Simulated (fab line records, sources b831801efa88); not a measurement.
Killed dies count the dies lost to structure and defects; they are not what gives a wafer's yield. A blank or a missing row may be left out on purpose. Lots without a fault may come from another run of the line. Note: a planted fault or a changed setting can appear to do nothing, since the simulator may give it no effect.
fab line records	flow sky130
record: lots: 7	wafers: 20	lastDay: 49
route steps=708 shown POLY_GATE@222 PAD_OPEN@708
lots that met no fault: from a run of the same line without faults
startH: the number of hours between the record's first day and the start of the first shown wafer of the lot	waitH: how many hours have passed since the lot's step before this one	" identical to the entry in the row above	L1.1+2: a row that stands for several wafers	- value missing, or start not given	* or withheld: withheld	< > ~ a bound
route shown NAME@n: NAME is a module with steps in the file, n the number in the route of the first one	usual: mean/standard deviation taken from wafers without a fault	same: alike in all rows	chamber/n: place in a boat	sites: readings site by site	_std_site: how widely they spread, as a standard deviation	_edge_site: inner sites' mean taken away from outer sites' mean	radiusMm: how far each site lies from the wafer's centre	mask NAME#n: copy n	behind: the last tool/chamber to shape the wafer	hold: why the lot was held/for how many hours/how that ended	device: which transistor (n, p or np) failed to switch	end of line: tests run on the same wafers once the route is complete	a step with no rows: only its recipe	killed: at the first sort, the dies lost to defects and structure; wafer yield is something else	map: per-die view of a wafer (x killed, . not killed, _ where there is no die)
set.NAME: setting as actually run; set.NAME@STEP: the setting as run at that earlier step	model.NAME: the simulator's own value behind a step, which no gauge read
lots seen at some steps along the route; tables by step, rows by wafer
services: a tool's chamber out of use, with start hour (startH, from the record's first day; less than 0 if before it), hours out, and reason
== steps ==
step: SKY_POLY_GATE_COAT_08
recipe: resist: KrF-thick	spinRpm: 3000	resistThkNm: 450
step: SKY_POLY_GATE_SOFTBAKE_09
recipe: tempC: 100	timeS: 90	resist: KrF-thick
step: SKY_POLY_GATE_EXPOSE_10
recipe: maskId: P1M	na: 0.68	sourceShape: conventional	sigmaOuter: 0.6	targetCdNm: 150	doseMj: 28
step: SKY_POLY_GATE_PEB_11
recipe: pebTempC: withheld	pebTimeS: withheld	resist: KrF-thick
step: SKY_POLY_GATE_DEVELOP_12
recipe: developTimeS: 60	resist: KrF-thick	devTempC: 21
step: SKY_POLY_GATE_CD_MEAS_13
recipe: targetCdNm: 150
usual: cdNm: 150.3/1.6
lot.wafer	tool	chamber	startH	waitH	cdNm
L105.2	cdSem-02	-	415.43	-	148.8
L105.3	"	-	"	"	146.7
L105.6	"	-	"	"	148.1
L106.3	cdSem-01	-	416.08	-	150.2
L106.5	"	-	"	"	149.9
L106.6	"	-	"	"	149.9
L109.1	cdSem-02	-	506.65	-	149.7
L109.5	"	-	"	"	149.5
L109.6	"	-	"	"	148.5
L111.2	cdSem-02	-	507.96	-	150.6
L111.3	"	-	"	"	149.7
L113.1	cdSem-02	-	508.59	-	150.6
L113.5	"	-	"	"	149.1
L113.6	"	-	"	"	149.7
L117.1	cdSem-01	-	512.19	-	151.2
L117.2	"	-	"	"	151.2
L117.5	"	-	"	"	151.7
L123.2	cdSem-01	-	532.07	-	149.0
L123.4	"	-	"	"	147.7
L123.5	"	-	"	"	147.5
step: SKY_POLY_GATE_OVL_MEAS_14
usual: POLY_GATE_OVL: -1/4.4
lot.wafer	tool	chamber	startH	waitH	POLY_GATE_OVL[nm]
L105.2	overlay-02	-	415.53	0.1	1
L105.3	"	-	"	"	-7
L105.6	"	-	"	"	1
L106.3	overlay-01	-	416.17	0.1	0
L106.5	"	-	"	"	0
L106.6	"	-	"	"	5
L109.1	overlay-02	-	506.77	0.1	-3
L109.5	"	-	"	"	0
L109.6	"	-	"	"	1
L111.2	overlay-02	-	508.07	0.1	-3
L111.3	"	-	"	"	-2
L113.1	overlay-02	-	508.71	0.1	-8
L113.5	"	-	"	"	-4
L113.6	"	-	"	"	-5
L117.1	overlay-01	-	512.31	0.1	4
L117.2	"	-	"	"	-9
L117.5	"	-	"	"	0
L123.2	overlay-01	-	532.18	0.1	3
L123.4	"	-	"	"	-3
L123.5	"	-	"	"	-1
step: SKY_POLY_GATE_ETCH_15
recipe: chemistry: N2/H2	target: BARC	ionEnergyEv: 200	sourceW: 500	biasW: 100	pressureMtorr: 30	n2FlowSccm: 100	h2FlowSccm: 200	stopOn: SiO2	timeS: 118.5	targetDepthA: 1100
usual: biasW: 100.0/0.31	chamberPressureMTorr: 30.000/0.028	drypumpMotorCurrentA: 5.8/0.43	n2FlowSccm: 100.1/0.31	oesProductAu: 0.716/0.0043	rfFwdPowerW: 497.2/1.7	throttleValvePct: 13.214/0.0093
lot.wafer	tool	chamber	startH	waitH	biasW	chamberPressureMTorr	drypumpMotorCurrentA	n2FlowSccm	oesProductAu	rfFwdPowerW	rfHoursCounterH	throttleValvePct
L105.2	rieDiel-01	3	415.56	0.0	100.4	30.056	6.0	99.8	0.718	496.0	106	13.214
L105.3	"	2	"	"	99.8	29.975	5.8	100.4	0.719	496.3	55	13.198
L105.6	"	3	"	"	100.1	30.012	6.0	100.2	0.717	495.6	-	13.209
L106.3	rieDiel-02	1	416.20	0.0	99.5	29.991	5.6	99.8	0.719	500.0	85	13.225
L106.5	"	3	"	"	100.2	30.033	5.1	99.7	0.723	499.3	-	13.211
L106.6	"	2	"	"	100.7	29.985	6.4	100.7	0.718	498.3	-	13.214
L109.1	rieDiel-04	2	506.81	0.0	99.7	30.020	6.1	100.3	0.711	498.5	7	13.221
L109.5	"	0	"	"	100.1	29.977	5.4	99.4	0.719	497.2	-	13.218
L109.6	"	1	"	"	100.6	29.972	5.2	99.9	0.714	498.6	-	13.209
L111.2	rieDiel-01	3	508.10	0.0	99.6	30.047	6.0	100.0	0.720	499.8	2	13.209
L111.3	"	2	"	"	100.0	29.967	5.8	100.2	0.709	496.4	57	13.231
L113.1	rieDiel-02	3	508.75	0.0	99.8	29.991	5.1	100.0	0.724	498.6	57	13.214
L113.5	"	1	"	"	99.8	30.016	5.6	100.2	0.722	495.8	-	13.209
L113.6	"	2	"	"	100.4	29.962	6.4	100.3	0.710	496.9	-	13.224
L117.1	rieDiel-01	2	512.35	0.0	100.1	30.019	5.8	99.9	0.715	494.6	57	13.228
L117.2	"	0	"	"	100.0	29.985	5.3	99.9	0.707	496.8	2	13.204
L117.5	"	2	"	"	100.4	29.991	5.8	100.3	0.721	494.1	-	13.216
L123.2	rieDiel-01	2	532.21	0.0	99.7	30.006	5.8	100.2	0.710	500.5	58	13.215
L123.4	"	0	"	"	99.9	30.002	5.3	100.4	0.724	497.5	3	13.225
L123.5	"	1	"	"	99.9	29.988	6.4	100.4	0.711	497.3	-	13.216
step: SKY_POLY_GATE_ETCH_16
recipe: stopOn: poly-Si	chemistry: CH3F/O2	target: Si3N4	sourceW: 400	biasW: 80	pressureMtorr: 25	ch3fFlowSccm: 40	O2_flow_sccm: 30	timeS: 147.5	targetDepthA: 750
usual: biasW: 80.02/0.22	chamberPressureMTorr: 24.997/0.022	drypumpMotorCurrentA: 5.8/0.43	oesProductAu: 0.640/0.0051	rfFwdPowerW: 398.1/1.2	throttleValvePct: 10.534/0.009
lot.wafer	tool	chamber	startH	waitH	biasW	chamberPressureMTorr	drypumpMotorCurrentA	oesProductAu	rfFwdPowerW	rfHoursCounterH	throttleValvePct
L105.2	rieDiel-01	3	415.65	0.0	79.84	25.026	6.0	0.633	399.7	106	10.534
L105.3	"	2	"	"	79.91	24.974	5.8	0.640	398.5	55	10.522
L105.6	"	3	"	"	79.98	24.990	6.0	0.647	400.5	-	10.546
L106.3	rieDiel-02	1	416.28	0.0	80.02	24.995	5.6	0.636	398.0	85	10.546
L106.5	"	3	"	"	79.92	24.983	5.1	0.643	398.3	-	10.527
L106.6	"	2	"	"	79.74	25.016	6.4	0.642	400.8	-	10.532
L109.1	rieDiel-04	2	506.89	0.0	80.14	24.993	6.1	0.639	398.3	7	10.560
L109.5	"	0	"	"	79.97	24.995	5.3	0.645	397.8	-	10.537
L109.6	"	1	"	"	79.83	25.034	5.2	0.641	398.2	-	10.527
L111.2	rieDiel-01	3	508.18	0.0	80.21	25.015	6.0	0.638	397.9	2	10.543
L111.3	"	2	"	"	80.03	25.003	5.8	0.646	399.2	57	10.546
L113.1	rieDiel-02	3	508.83	0.0	79.82	25.046	5.1	0.638	398.5	57	10.528
L113.5	"	1	"	"	79.85	24.992	5.6	0.642	398.2	-	10.538
L113.6	"	2	"	"	79.89	25.015	6.4	0.639	398.4	-	10.539
L117.1	rieDiel-01	2	512.43	0.0	80.28	25.001	5.8	0.640	397.2	57	10.521
L117.2	"	0	"	"	79.83	24.999	5.3	0.643	399.4	2	10.532
L117.5	"	2	"	"	80.09	24.999	5.8	0.643	395.3	-	10.543
L123.2	rieDiel-01	2	532.29	0.0	79.94	24.930	5.8	0.644	399.4	58	10.538
L123.4	"	0	"	"	79.73	24.995	5.3	0.645	396.8	3	10.529
L123.5	"	1	"	"	80.26	25.020	6.4	0.637	396.0	-	10.525
step: SKY_POLY_GATE_ETCH_17
recipe: targetDepthNm: 180	stopOn: SiO2	overEtchFrac: 0.56667	chemistry: HBr/Cl2	target: poly-Si	icpW: 400	biasW: 100	pressureMtorr: 10	HBr_flow_sccm: 150	Cl2_flow_sccm: 50	timeS: 70.5
usual: biasW: 100.0/0.33	chamberPressureMTorr: 10.001/0.0091	drypumpMotorCurrentA: 5.8/0.49	oesProductAu: 0.980/0.0094	rfFwdPowerW: 397.0/1.5	throttleValvePct: 33.683/0.0096
lot.wafer	tool	chamber	startH	waitH	biasW	chamberPressureMTorr	drypumpMotorCurrentA	oesProductAu	rfFwdPowerW	rfHoursCounterH	throttleValvePct
L105.2	rieSi-01	0	415.75	0.0	99.4	9.996	5.6	0.967	397.5	5	33.659
L105.3	"	2	"	"	100.1	9.997	6.7	0.977	397.0	51	33.690
L105.6	"	0	"	"	99.3	10.005	5.6	0.961	395.7	-	33.676
L106.3	rieSi-02	0	416.38	0.0	100.2	9.995	5.8	0.974	397.5	3	33.681
L106.5	"	0	"	"	99.6	9.999	5.8	0.968	397.7	-	33.679
L106.6	"	3	"	"	100.0	10.003	4.9	0.980	397.6	-	33.693
L109.1	rieSi-01	0	506.99	0.0	100.1	10.002	5.6	0.981	398.2	6	33.685
L109.5	"	1	"	"	100.4	10.009	5.7	0.980	395.6	-	33.697
L109.6	"	2	"	"	100.8	10.007	6.7	0.968	398.2	-	33.691
L111.2	rieSi-01	2	508.28	0.0	99.9	10.002	6.7	0.963	398.1	52	33.689
L111.3	"	1	"	"	99.9	9.999	5.7	0.976	394.5	3	33.669
L113.1	rieSi-02	3	508.93	0.0	99.8	10.003	4.9	0.981	398.5	3	33.693
L113.5	"	3	"	"	100.0	9.994	4.9	0.983	399.1	-	33.694
L113.6	"	0	"	"	99.7	10.013	5.8	0.962	396.8	-	33.671
L117.1	rieSi-01	2	512.53	0.0	100.0	9.989	6.7	0.976	398.5	52	33.674
L117.2	"	3	"	"	99.8	10.015	6.2	0.991	398.9	2	33.691
L117.5	"	1	"	"	100.1	9.983	5.7	0.987	396.1	-	33.676
L123.2	rieSi-01	0	532.39	0.0	99.8	9.988	5.6	0.983	398.7	6	33.696
L123.4	"	3	"	"	99.7	9.988	6.1	0.995	395.9	-	33.684
L123.5	"	0	"	"	100.0	10.019	5.6	0.993	397.3	-	33.685
step: SKY_POLY_GATE_STRIP_18
recipe: chemistry: O2/N2	powerW: 1400	pressureMtorr: 1500	platenTempC: withheld	o2FlowSccm: 3000	n2FlowSccm: 300	overashFraction: 0.5
usual: chamberPressureMTorr: 1500.1/1.4	drypumpMotorCurrentA: 5.6/0.49	n2FlowSccm: 300.1/0.88	oesProductAu: 0.360/0.0053	stripTimeToEndpointS: 3.18/0.054
lot.wafer	tool	chamber	startH	waitH	chamberPressureMTorr	drypumpMotorCurrentA	n2FlowSccm	oesProductAu	rfHoursCounterH	stripTimeToEndpointS
L105.2	plasmaAsher-04	1	415.80	0.0	1500.0	6.5	300.9	0.359	71	3.23
L105.3	"	0	"	"	1500.9	5.3	299.3	0.354	-	3.14
L105.6	"	1	"	"	1501.8	6.5	299.5	0.371	-	3.24
L106.3	plasmaAsher-03	1	416.47	0.1	1499.8	4.9	300.1	0.365	-	3.24
L106.5	"	0	"	"	1500.9	5.8	300.4	0.365	-	3.26
L106.6	"	1	"	"	1500.7	4.9	299.1	0.368	-	3.22
L109.1	plasmaAsher-04	0	507.05	0.0	1500.7	5.2	301.3	0.361	80	3.23
L109.5	"	0	"	"	1498.9	5.2	299.8	0.365	-	3.24
L109.6	"	1	"	"	1501.0	6.4	300.1	0.359	-	3.25
L111.2	plasmaAsher-04	1	508.33	0.0	1499.0	6.5	301.5	0.355	80	3.20
L111.3	"	0	"	"	1499.7	5.3	299.2	0.359	-	3.08
L113.1	plasmaAsher-01	1	508.98	0.0	1499.0	5.6	299.4	0.369	39	3.25
L113.5	"	1	"	"	1498.8	5.6	299.9	0.355	-	3.27
L113.6	"	0	"	"	1502.7	5.3	299.0	0.368	-	3.29
L117.1	plasmaAsher-03	1	512.58	0.0	1501.9	5.0	299.2	0.351	8	3.08
L117.2	"	0	"	"	1501.2	5.8	298.9	0.356	8	3.10
L117.5	"	1	"	"	1498.4	5.0	298.3	0.355	-	3.07
L123.2	plasmaAsher-01	0	532.45	0.0	1496.7	5.3	299.6	0.355	41	3.13
L123.4	"	0	"	"	1502.5	5.3	299.1	0.358	-	3.14
L123.5	"	0	"	"	1503.2	5.3	299.9	0.357	-	3.12
step: SKY_POLY_GATE_CLEAN_19
recipe: chemistry: SC1/SC2	mix: 1:4:20	tempC: 70	timeS: 150	dry: n2Spin
step: SKY_POLY_GATE_OXIDATION_20
recipe: tempC: 850	ambient: O2	stabiliseS: 600	purgeS: 300	targetThkA: 40	oxTimeS: 899
lot.wafer	tool	chamber	startH	waitH
L105.2+3+6	furnace-01	0	416.63	0.7
L106.3+5+6	furnace-01	0	416.63	0.0
L109.1+5+6	furnace-02	0	508.18	1.0
L109.1+5+6	furnace-01	0	509.78	0.4
L111.2+3	furnace-02	0	509.43	0.9
L111.2+3	furnace-02	0	512.79	2.1
L113.1+5+6	furnace-02	0	509.43	0.3
L113.1+5+6	furnace-02	0	512.79	2.1
L117.1+2+5	furnace-02	0	512.79	0.1
L123.2+4+5	furnace-02	0	534.52	1.9
step: SKY_POLY_GATE_THK_MEAS_21
recipe: reads: SiO2_of_POLY_GATE_OXIDATION_20
usual: POLY_GATE_OXIDATION_THK: 4.01/0.098
lot.wafer	tool	chamber	startH	waitH	POLY_GATE_OXIDATION_THK[nm]
L105.2	filmMetro-02	-	417.89	0.0	4.16
L105.3	"	-	"	"	4.23
L105.6	"	-	"	"	4.12
L106.3	filmMetro-03	-	417.90	0.0	4.24
L106.5	"	-	"	"	4.18
L106.6	"	-	"	"	4.19
L109.1	filmMetro-04	-	511.03	0.0	6.60
L109.5	"	-	"	"	6.76
L109.6	"	-	"	"	6.70
L109.1	filmMetro-04	-	511.28	0.2	6.54
L109.5	"	-	"	"	6.76
L109.6	"	-	"	"	6.68
L113.1	filmMetro-04	-	514.04	0.0	6.57
L113.5	"	-	"	"	6.68
L113.6	"	-	"	"	6.62
L113.1	filmMetro-04	-	514.30	0.3	6.55
L113.5	"	-	"	"	6.68
L113.6	"	-	"	"	6.58
L117.1	filmMetro-02	-	514.04	0.0	3.87
L117.2	"	-	"	"	3.91
L117.5	"	-	"	"	3.91
L111.2	filmMetro-02	-	514.11	0.1	6.56
L111.3	"	-	"	"	6.70
L111.2	filmMetro-02	-	514.34	0.2	6.59
L111.3	"	-	"	"	6.66
L123.2	filmMetro-02	-	535.78	0.0	4.16
L123.4	"	-	"	"	4.24
L123.5	"	-	"	"	4.21
step: SKY_POLY_GATE_CD_MEAS_22
usual: cdNm: 150/3.5
lot.wafer	tool	chamber	startH	waitH	cdNm
L105.2	cdSem-02	-	417.97	0.1	152
L105.3	"	-	"	"	144
L105.6	"	-	"	"	150
L106.3	cdSem-01	-	418.00	0.1	148
L106.5	"	-	"	"	150
L106.6	"	-	"	"	151
L117.1	cdSem-01	-	514.10	0.1	148
L117.2	"	-	"	"	150
L117.5	"	-	"	"	149
L113.1	cdSem-02	-	518.27	4.0	149
L113.5	"	-	"	"	144
L113.6	"	-	"	"	154
L111.2	cdSem-01	-	520.46	6.1	152
L111.3	"	-	"	"	146
L109.1	cdSem-01	-	524.65	13.4	152
L109.5	"	-	"	"	154
L109.6	"	-	"	"	147
L123.2	cdSem-01	-	535.86	0.1	147
L123.4	"	-	"	"	146
L123.5	"	-	"	"	146
step: SKY_PAD_OPEN_PROBE_99
usual: killed_at_M0_to_M3: 42/7.3	killed_at_M4_up: 3.4/2	killedAtContacts: 24/5.8	killedAtFrontEnd: 15/4.6	killedAtOther: 0.3/0.62	killedDies: 84/9.8	killedOpen: 47/6.9	killedShort: 38/6.3
same: grossDies: 492	killedAtBackSide: 0
lot.wafer	tool	chamber	startH	waitH	killed_at_M0_to_M3	killed_at_M4_up	killedAtContacts	killedAtFrontEnd	killedAtOther	killedDies	killedOpen	killedShort	model.etest.tipSonos.rsOhmSq	model.etest.tipP.rsOhmSq	model.etest.pfet_01v8.rOnOhmUm	model.etest.resPdiff.lineOhmUm	model.etest.tipN.rsOhmSq	model.etest.nfet_01v8.rOnOhmUm	model.etest.resNdiff.lineOhmUm	model.etest.sonosUncharged.rOnOhmUm
L105.2	prober-02	-	1098.96	0.1	59	4	17	8	0	88	48	40	2670	6851	2927	1322	449.8	844.3	751.4	795.3
L105.3	prober-02	-	1099.01	0.2	41	6	22	9	0	78	43	35	2674	6838	2786	1341	451.1	828.7	773.5	791.4
L105.6	prober-02	-	1099.16	0.2	33	2	17	15	0	67	39	28	2676	6846	2892	1342	446.6	846.2	764.2	811.8
L106.3	prober-01	-	1102.36	0.2	37	4	17	17	0	75	34	41	2765	7137	2971	1346	446.7	843.7	749.2	804.6
L106.5	prober-01	-	1102.46	0.2	34	3	17	19	0	73	39	34	2716	7111	3037	1400	443.3	850.9	787.4	807.5
L106.6	prober-01	-	1102.51	0.2	46	3	19	21	0	89	51	38	2728	7055	3055	1385	444.2	840.9	768	821.3
L109.1	prober-01	-	1165.87	0.1	45	4	28	19	0	96	57	39	3095	7178	3073	1454	478.1	883.6	788.9	828.1
L109.5	prober-01	-	1166.07	0.2	41	3	28	14	0	86	46	40	3130	7166	3090	1461	482.6	899.3	788.8	844
L109.6	prober-01	-	1166.12	0.2	26	7	28	17	0	78	37	41	3190	7147	2977	1476	479.7	877.9	803.5	825.7
L113.1	prober-01	-	1168.20	0.1	42	2	32	24	1	101	55	46	3293	7057	2944	1474	483.3	845	793.2	846.5
L113.5	prober-01	-	1168.40	0.2	39	4	23	14	0	80	37	43	3288	7143	2838	1451	486.4	811.3	794.4	827.9
L113.6	prober-01	-	1168.45	0.2	34	2	11	14	0	61	37	24	3321	7111	2983	1454	491.4	875.4	789.8	859.2
L111.2	prober-02	-	1169.75	0.1	26	2	22	15	0	65	37	28	3304	7300	3146	1486	489.9	884.2	802.9	852
L111.3	prober-02	-	1169.80	0.2	39	4	31	12	0	86	44	42	3439	7334	3142	1444	494.5	872.9	782.6	827.7
L117.1	prober-02	-	1171.20	0.1	55	1	18	8	0	82	40	42	2613	6811	2786	1410	447.1	840.3	773.8	813.9
L117.2	prober-02	-	1171.25	0.1	47	4	26	11	0	88	40	48	2622	6741	2790	1386	446.6	834.2	775.8	822.7
L117.5	prober-02	-	1171.40	0.2	49	4	30	3	0	86	46	40	2633	6819	2796	1391	449	844.3	768.4	815.5
L123.2	prober-01	-	1181.87	0.1	56	4	19	9	0	88	55	33	2566	6775	2827	1357	453.5	846.9	749.9	792
L123.4	prober-01	-	1181.97	0.2	39	2	34	13	0	88	53	35	2525	6767	2845	1394	450.9	823.8	775.8	790.4
L123.5	prober-01	-	1182.02	0.2	45	1	21	16	3	86	52	34	2562	6783	2825	1350	453.2	810.5	758.3	786.7
killed by level:class
L105.2 VIA1:geometricParticle:open=17 METAL2:geometricParticle:short=8 VIA2:geometricParticle:open=7 CONTACT:geometricParticle:open=6 VIA1:geometricParticle:short=6 VIA3:geometricParticle:open=6 FIELD_ISO:geometricParticle:open=5 LI_CONTACT:geometricParticle:open=5
L105.3 CONTACT:geometricParticle:open=10 VIA1:geometricParticle:open=9 VIA2:geometricParticle:open=8 METAL2:geometricParticle:short=7 LI_CONTACT:geometricParticle:open=4 LOCAL_INTERCONNECT:geometricParticle:short=4 METAL4:geometricParticle:short=4 VIA2:geometricParticle:short=4
L105.6 VIA1:geometricParticle:open=10 FIELD_ISO:geometricParticle:short=5 CONTACT:geometricParticle:short=5 VIA2:geometricParticle:open=5 FIELD_ISO:geometricParticle:open=4 POLY_GATE:geometricParticle:open=4 LI_CONTACT:geometricParticle:open=4 METAL2:geometricParticle:short=4
L106.3 METAL1:geometricParticle:short=9 VIA1:geometricParticle:open=8 POLY_GATE:geometricParticle:short=6 CONTACT:geometricParticle:open=6 METAL2:geometricParticle:short=6 LI_CONTACT:geometricParticle:open=5 POLY_CUT:geometricParticle:short=4 POLY_GATE:geometricParticle:open=3
L106.5 CONTACT:geometricParticle:open=7 POLY_GATE:geometricParticle:short=6 METAL1:geometricParticle:short=5 FIELD_ISO:geometricParticle:open=4 VIA2:geometricParticle:open=4 VIA1:geometricParticle:open=4 METAL3:geometricParticle:short=4 POLY_GATE:geometricParticle:open=3
L106.6 VIA1:geometricParticle:open=13 CONTACT:geometricParticle:open=7 METAL1:geometricParticle:short=7 POLY_GATE:geometricParticle:short=6 VIA3:geometricParticle:open=6 METAL2:geometricParticle:short=5 POLY_GATE:geometricParticle:open=5 VIA2:geometricParticle:open=5
L109.1 CONTACT:geometricParticle:open=15 VIA1:geometricParticle:open=11 VIA2:geometricParticle:open=8 VIA1:geometricParticle:short=7 CONTACT:geometricParticle:short=6 FIELD_ISO:geometricParticle:short=5 LI_CONTACT:geometricParticle:open=4 METAL2:geometricParticle:short=4
L109.5 VIA1:geometricParticle:open=10 CONTACT:geometricParticle:open=9 LI_CONTACT:geometricParticle:open=7 METAL2:geometricParticle:short=7 VIA3:geometricParticle:open=7 POLY_GATE:geometricParticle:open=5 METAL3:geometricParticle:short=5 FIELD_ISO:geometricParticle:short=4
L109.6 CONTACT:geometricParticle:open=9 LI_CONTACT:geometricParticle:open=6 VIA1:geometricParticle:open=6 FIELD_ISO:geometricParticle:short=5 METAL4:geometricParticle:short=5 FIELD_ISO:geometricParticle:open=4 LI_CONTACT:geometricParticle:short=4 CONTACT:geometricParticle:short=4
L113.1 CONTACT:geometricParticle:open=10 VIA1:geometricParticle:open=9 POLY_GATE:geometricParticle:short=8 LOCAL_INTERCONNECT:geometricParticle:short=7 METAL1:geometricParticle:short=7 VIA3:geometricParticle:open=7 CONTACT:geometricParticle:short=6 LI_CONTACT:geometricParticle:open=5
L113.5 METAL2:geometricParticle:short=7 LI_CONTACT:geometricParticle:open=6 VIA3:geometricParticle:short=5 LI_CONTACT:geometricParticle:short=5 CONTACT:geometricParticle:open=5 VIA1:geometricParticle:short=5 VIA1:geometricParticle:open=5 VIA2:geometricParticle:open=5
L113.6 VIA3:geometricParticle:open=9 VIA2:geometricParticle:open=6 METAL1:geometricParticle:short=5 VIA1:geometricParticle:open=5 METAL2:geometricParticle:short=5 FIELD_ISO:geometricParticle:open=4 POLY_GATE:geometricParticle:open=4 CONTACT:geometricParticle:open=4
L111.2 POLY_GATE:geometricParticle:open=9 VIA1:geometricParticle:open=9 LOCAL_INTERCONNECT:geometricParticle:short=8 CONTACT:geometricParticle:open=7 VIA1:geometricParticle:short=4 VIA2:geometricParticle:open=4 LI_CONTACT:geometricParticle:short=3 POLY_GATE:geometricParticle:short=2
L111.3 CONTACT:geometricParticle:open=11 METAL2:geometricParticle:short=8 VIA1:geometricParticle:open=8 VIA2:geometricParticle:open=8 LOCAL_INTERCONNECT:geometricParticle:short=7 LI_CONTACT:geometricParticle:open=6 METAL1:geometricParticle:short=5 VIA1:geometricParticle:short=5
L117.1 VIA1:geometricParticle:open=11 VIA3:geometricParticle:open=10 CONTACT:geometricParticle:open=9 METAL2:geometricParticle:short=7 VIA2:geometricParticle:short=7 METAL1:geometricParticle:short=5 VIA2:geometricParticle:open=5 VIA1:geometricParticle:short=5
L117.2 CONTACT:geometricParticle:short=8 METAL2:geometricParticle:short=6 VIA1:geometricParticle:short=6 VIA1:geometricParticle:open=6 VIA3:geometricParticle:open=6 LI_CONTACT:geometricParticle:open=5 CONTACT:geometricParticle:open=5 METAL1:geometricParticle:short=5
L117.5 VIA1:geometricParticle:open=12 CONTACT:geometricParticle:open=11 VIA2:geometricParticle:open=10 LOCAL_INTERCONNECT:geometricParticle:short=7 LI_CONTACT:geometricParticle:open=6 VIA3:geometricParticle:short=6 VIA1:geometricParticle:short=5 METAL1:geometricParticle:short=4
L123.2 VIA1:geometricParticle:open=13 VIA2:geometricParticle:open=11 METAL2:geometricParticle:short=9 CONTACT:geometricParticle:open=9 VIA3:geometricParticle:open=7 LI_CONTACT:geometricParticle:open=5 FIELD_ISO:geometricParticle:short=3 VIA2:geometricParticle:short=3
L123.4 CONTACT:geometricParticle:open=17 LI_CONTACT:geometricParticle:open=7 VIA1:geometricParticle:open=6 VIA3:geometricParticle:open=6 METAL1:geometricParticle:short=5 LI_CONTACT:geometricParticle:short=5 CONTACT:geometricParticle:short=5 VIA2:geometricParticle:open=5
L123.5 VIA1:geometricParticle:open=11 CONTACT:geometricParticle:open=7 VIA3:geometricParticle:open=7 LI_CONTACT:geometricParticle:open=6 VIA2:geometricParticle:open=6 VIA1:geometricParticle:short=5 METAL1:geometricParticle:short=5 VIA2:geometricParticle:short=4
== services ==
tool	chamber	startH	hours	kind
rieDiel-01	0	410.90	-	clean
rieDiel-01	0	410.90	15.4	scheduledDown
rieDiel-01	0	410.90	15.4	ventCycle
plasmaAsher-03	-	421.25	9.0	pm
rieDiel-01	3	426.30	-	clean
rieDiel-01	3	426.30	16.0	scheduledDown
rieDiel-01	3	426.30	16.0	ventCycle
furnace-01	-	432.31	3.3	pm
rieDiel-01	0	438.20	4.0	repair
rieDiel-02	3	440.67	9.4	repair
furnace-01	-	442.93	1.1	repair
rieSi-02	0	444.04	1.1	repair
rieDiel-01	2	461.19	12.4	repair
rieDiel-04	-	463.13	1.1	repair
rieDiel-02	0	467.46	1.5	repair
rieSi-01	2	470.83	11.3	repair
plasmaAsher-01	-	476.17	0.9	repair
plasmaAsher-04	-	487.82	4.0	pm
furnace-01	-	512.35	3.3	pm
furnace-01	-	515.66	19.1	pm
rieSi-01	2	518.55	1.3	repair
rieDiel-02	-	527.75	14.6	pm
plasmaAsher-04	-	529.23	0.4	repair
rieDiel-01	-	532.60	0.5	repair
== key ==
firstSign: step: SKY_POLY_GATE_OXIDATION_20	reading: visit	direction: added
effect: step: SKY_POLY_GATE_THK_MEAS_21	reading: visit	direction: added
effect: step: SKY_POLY_GATE_THK_MEAS_21	reading: POLY_GATE_OXIDATION_THK	direction: up	sigmas: 27	usual: 4.01	struck: 6.65
modelEffect: step: SKY_PAD_OPEN_PROBE_99	value: etest.tipSonos.rsOhmSq	without: 2724	struck: 3257
metAt SKY_POLY_GATE_OXIDATION_20
struckWafers L109.1,L109.5,L109.6,L111.2,L111.3,L113.1,L113.5,L113.6
testerLeftOut L109,L111,L113
fault: kind: repeatedStepWhole	tool: furnace-01,furnace-02	chamber: -	onsetH: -	steps: SKY_POLY_GATE_OXIDATION_20	times: 1	scope: struckLotsOnly
testerLeftOut: of these lots the tester's yield and bins aren't shown, on N5 and GAA mostly nor the transistor test; their killed dies are dies lost to structure and defects alone, not to doping, threshold or leakage, so they don't give the yield
